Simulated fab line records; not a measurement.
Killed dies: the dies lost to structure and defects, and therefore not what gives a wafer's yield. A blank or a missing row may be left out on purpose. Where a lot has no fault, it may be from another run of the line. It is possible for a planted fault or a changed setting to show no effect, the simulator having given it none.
Which tool was responsible? / flow sky130 / 33 wafers from 11 lots sampled at 5 of the route's 708 steps

WHAT THE GAUGES READ, wafer by wafer
SKY_METAL1_OVL_MEAS_16.
lot=L745; measured=day 33 09:07; on=overlay-02; METAL1_OVL (nm)=-3 -1 -9
lot=L746; measured=day 33 17:31; on=overlay-02; METAL1_OVL (nm)=1 3 -4
lot=L747; measured=day 34 04:15; on=overlay-02; METAL1_OVL (nm)=-8 -9 -3
lot=L748; measured=day 34 08:37; on=overlay-02; METAL1_OVL (nm)=-10 -11 -9
lot=L751; measured=day 35 02:43; on=overlay-01; METAL1_OVL (nm)=-14 -8 -14
lot=L752; measured=day 35 17:25; on=overlay-01; METAL1_OVL (nm)=8 8 0
lot=L758; measured=day 37 15:42; on=overlay-02; METAL1_OVL (nm)=1 -4 2
lot=L762; measured=day 39 00:17; on=overlay-01; METAL1_OVL (nm)=7 7 -1
lot=L764; measured=day 39 12:29; on=overlay-01; METAL1_OVL (nm)=3 2 -3
lot=L765; measured=day 39 19:07; on=overlay-01; METAL1_OVL (nm)=2 -2 -1
lot=L766; measured=day 40 03:43; on=overlay-01; METAL1_OVL (nm)=3 4 -3

SKY_METAL2_RS_MEAS_05: a four-point-probe measurement.
lot=L745; measured=day 34 14:02; on=film-metro-03; METAL2_ALCU_RS (ohm/sq)=0.1278 0.1264 0.1285
lot=L746; measured=day 34 23:09; on=film-metro-04; METAL2_ALCU_RS (ohm/sq)=0.1275 0.1273 0.1269
lot=L747; measured=day 35 10:44; on=film-metro-03; METAL2_ALCU_RS (ohm/sq)=0.1279 0.1267 0.1264
lot=L748; measured=day 35 14:15; on=film-metro-04; METAL2_ALCU_RS (ohm/sq)=0.1253 0.1265 0.1260
lot=L751; measured=day 36 08:14; on=film-metro-03; METAL2_ALCU_RS (ohm/sq)=0.1248 0.1285 0.1246
lot=L752; measured=day 36 21:49; on=film-metro-02; METAL2_ALCU_RS (ohm/sq)=0.1267 0.1269 0.1270
lot=L758; measured=day 38 20:14; on=film-metro-03; METAL2_ALCU_RS (ohm/sq)=0.1253 0.1278 0.1269 0.1255 0.1281 0.1272
lot=L762; measured=day 40 04:38; on=film-metro-02; METAL2_ALCU_RS (ohm/sq)=0.1268 0.1263 0.1256
lot=L764; measured=day 40 15:53; on=film-metro-04; METAL2_ALCU_RS (ohm/sq)=0.1293 0.1287 0.1289
lot=L765; measured=day 40 22:56; on=film-metro-04; METAL2_ALCU_RS (ohm/sq)=0.1258 0.1253 0.1256
lot=L766; measured=day 41 07:00; on=film-metro-02; METAL2_ALCU_RS (ohm/sq)=0.1260 0.1275 0.1263

WHAT TOOL EACH LOT RAN ON (gives the tool, then ch and the chambers of the sampled wafers, and finally the start)
lot=L745; SKY_METAL1_METAL_ETCH_19=rie-metal-01 ch 0,1, day 33 09:16; SKY_METAL2_SPUTTER_00=pvd-sputter-04, day 34 13:52; SKY_METAL2_SPUTTER_01=pvd-sputter-04, day 34 13:53
lot=L746; SKY_METAL1_METAL_ETCH_19=rie-metal-04 ch 0,1, day 33 17:38; SKY_METAL2_SPUTTER_00=pvd-sputter-04, day 34 23:01; SKY_METAL2_SPUTTER_01=pvd-sputter-04, day 34 23:02
lot=L747; SKY_METAL1_METAL_ETCH_19=rie-metal-04 ch 0,1, day 34 04:23; SKY_METAL2_SPUTTER_00=pvd-sputter-04, day 35 10:36; SKY_METAL2_SPUTTER_01=pvd-sputter-04, day 35 10:37
lot=L748; SKY_METAL1_METAL_ETCH_19=rie-metal-04 ch 0,1, day 34 08:46; SKY_METAL2_SPUTTER_00=pvd-sputter-04, day 35 14:04; SKY_METAL2_SPUTTER_01=pvd-sputter-04, day 35 14:05
lot=L751; SKY_METAL1_METAL_ETCH_19=rie-metal-02 ch 0,1, day 35 02:50; SKY_METAL2_SPUTTER_00=pvd-sputter-03, day 36 08:04; SKY_METAL2_SPUTTER_01=pvd-sputter-03, day 36 08:05
lot=L752; SKY_METAL1_METAL_ETCH_19=rie-metal-01 ch 1, day 35 17:32; SKY_METAL2_SPUTTER_00=pvd-sputter-03, day 36 21:40; SKY_METAL2_SPUTTER_01=pvd-sputter-03, day 36 21:41
lot=L758; SKY_METAL1_METAL_ETCH_19=rie-metal-04 ch 0,1, day 37 15:50; SKY_METAL2_SPUTTER_00=pvd-sputter-03, day 38 20:06; SKY_METAL2_SPUTTER_01=pvd-sputter-03, day 38 20:07
lot=L762; SKY_METAL1_METAL_ETCH_19=rie-metal-02 ch 0,1, day 39 00:25; SKY_METAL2_SPUTTER_00=pvd-sputter-01, day 40 04:29; SKY_METAL2_SPUTTER_01=pvd-sputter-01, day 40 04:30
lot=L764; SKY_METAL1_METAL_ETCH_19=rie-metal-02 ch 0,1, day 39 12:37; SKY_METAL2_SPUTTER_00=pvd-sputter-01, day 40 15:44; SKY_METAL2_SPUTTER_01=pvd-sputter-01, day 40 15:46
lot=L765; SKY_METAL1_METAL_ETCH_19=rie-metal-04 ch 0,1, day 39 19:14; SKY_METAL2_SPUTTER_00=pvd-sputter-04, day 40 22:47; SKY_METAL2_SPUTTER_01=pvd-sputter-04, day 40 22:48
lot=L766; SKY_METAL1_METAL_ETCH_19=rie-metal-02 ch 0,1, day 40 03:52; SKY_METAL2_SPUTTER_00=pvd-sputter-04, day 41 06:49; SKY_METAL2_SPUTTER_01=pvd-sputter-04, day 41 06:50
- SKY_METAL1_METAL_ETCH_19: etches the open film in Cl2/BCl3, stops on SiO2, target depth 360 nm, time 78 s.
- SKY_METAL2_SPUTTER_00: material Ti, target thk 15 nm, time 10 s.
- SKY_METAL2_SPUTTER_01: material TiN, target thk 20 nm, time 16.7 s.

WHAT THE TOOLS THEMSELVES READ (means of the sampled wafers that have a number; where no wafer has one, the mark that the record gives instead)
SKY_METAL1_METAL_ETCH_19.
lot=L745; tool=rie-metal-01; drypump-motor-current-A (A)=5.5; oes-product-au (a.u.)=0.854; throttle-valve-pct (%)=22.265
lot=L746; tool=rie-metal-04; drypump-motor-current-A (A)=5.4; oes-product-au (a.u.)=0.853; throttle-valve-pct (%)=22.277
lot=L747; tool=rie-metal-04; drypump-motor-current-A (A)=5.4; oes-product-au (a.u.)=0.855; throttle-valve-pct (%)=22.262
lot=L748; tool=rie-metal-04; drypump-motor-current-A (A)=5.4; oes-product-au (a.u.)=0.846; throttle-valve-pct (%)=22.260
lot=L751; tool=rie-metal-02; drypump-motor-current-A (A)=6.1; oes-product-au (a.u.)=0.852; throttle-valve-pct (%)=22.268
lot=L752; tool=rie-metal-01; drypump-motor-current-A (A)=6.0; oes-product-au (a.u.)=0.855; throttle-valve-pct (%)=22.266
lot=L758; tool=rie-metal-04; drypump-motor-current-A (A)=5.5; oes-product-au (a.u.)=0.857; throttle-valve-pct (%)=22.269
lot=L762; tool=rie-metal-02; drypump-motor-current-A (A)=6.1; oes-product-au (a.u.)=0.850; throttle-valve-pct (%)=22.262
lot=L764; tool=rie-metal-02; drypump-motor-current-A (A)=6.1; oes-product-au (a.u.)=0.859; throttle-valve-pct (%)=22.265
lot=L765; tool=rie-metal-04; drypump-motor-current-A (A)=5.4; oes-product-au (a.u.)=0.853; throttle-valve-pct (%)=22.263
lot=L766; tool=rie-metal-02; drypump-motor-current-A (A)=6.0; oes-product-au (a.u.)=0.853; throttle-valve-pct (%)=22.267

SKY_METAL2_SPUTTER_00.
lot=L745; tool=pvd-sputter-04; throttle-valve-pct (%)=30.0
lot=L746; tool=pvd-sputter-04; throttle-valve-pct (%)=29.5
lot=L747; tool=pvd-sputter-04; throttle-valve-pct (%)=30.1
lot=L748; tool=pvd-sputter-04; throttle-valve-pct (%)=29.5
lot=L751; tool=pvd-sputter-03; throttle-valve-pct (%)=30.0
lot=L752; tool=pvd-sputter-03; throttle-valve-pct (%)=29.9
lot=L758; tool=pvd-sputter-03; throttle-valve-pct (%)=30.3
lot=L762; tool=pvd-sputter-01; throttle-valve-pct (%)=30.3
lot=L764; tool=pvd-sputter-01; throttle-valve-pct (%)=30.3
lot=L765; tool=pvd-sputter-04; throttle-valve-pct (%)=30.7
lot=L766; tool=pvd-sputter-04; throttle-valve-pct (%)=29.4

SKY_METAL2_SPUTTER_01.
lot=L745; tool=pvd-sputter-04; throttle-valve-pct (%)=29.9
lot=L746; tool=pvd-sputter-04; throttle-valve-pct (%)=29.4
lot=L747; tool=pvd-sputter-04; throttle-valve-pct (%)=30.2
lot=L748; tool=pvd-sputter-04; throttle-valve-pct (%)=29.6
lot=L751; tool=pvd-sputter-03; throttle-valve-pct (%)=30.0
lot=L752; tool=pvd-sputter-03; throttle-valve-pct (%)=29.7
lot=L758; tool=pvd-sputter-03; throttle-valve-pct (%)=30.2
lot=L762; tool=pvd-sputter-01; throttle-valve-pct (%)=30.4
lot=L764; tool=pvd-sputter-01; throttle-valve-pct (%)=30.3
lot=L765; tool=pvd-sputter-04; throttle-valve-pct (%)=30.5
lot=L766; tool=pvd-sputter-04; throttle-valve-pct (%)=29.3

THE ANSWER, worked out from the rows above alone
Rule: the usual values come from the lots themselves. Put in order of their means at a reading, lots are off if they are a third of the lots or fewer, leave a main group of 4 or more, and stand apart from it by a gap of 3 or more times the standard deviation of the main group's means; of several such gaps the widest counts. A main group whose means are all the same, to the digits that the tables above print for the reading, isn't used. A lot without any number at a reading at which 4 lots or more have one is off too. Any other lot the step has rows for is counted as sound. The gauges are gone through in route order, then the tools' own readings, and for those a lot's mean is taken as printed above. At the first step where some lot is off, the reading lying furthest off is the one used; lots without a number count as furthest.
Nothing can be told from this: no lot is off at any reading shown.

WHAT WAS PUT IN BY THE SIMULATOR
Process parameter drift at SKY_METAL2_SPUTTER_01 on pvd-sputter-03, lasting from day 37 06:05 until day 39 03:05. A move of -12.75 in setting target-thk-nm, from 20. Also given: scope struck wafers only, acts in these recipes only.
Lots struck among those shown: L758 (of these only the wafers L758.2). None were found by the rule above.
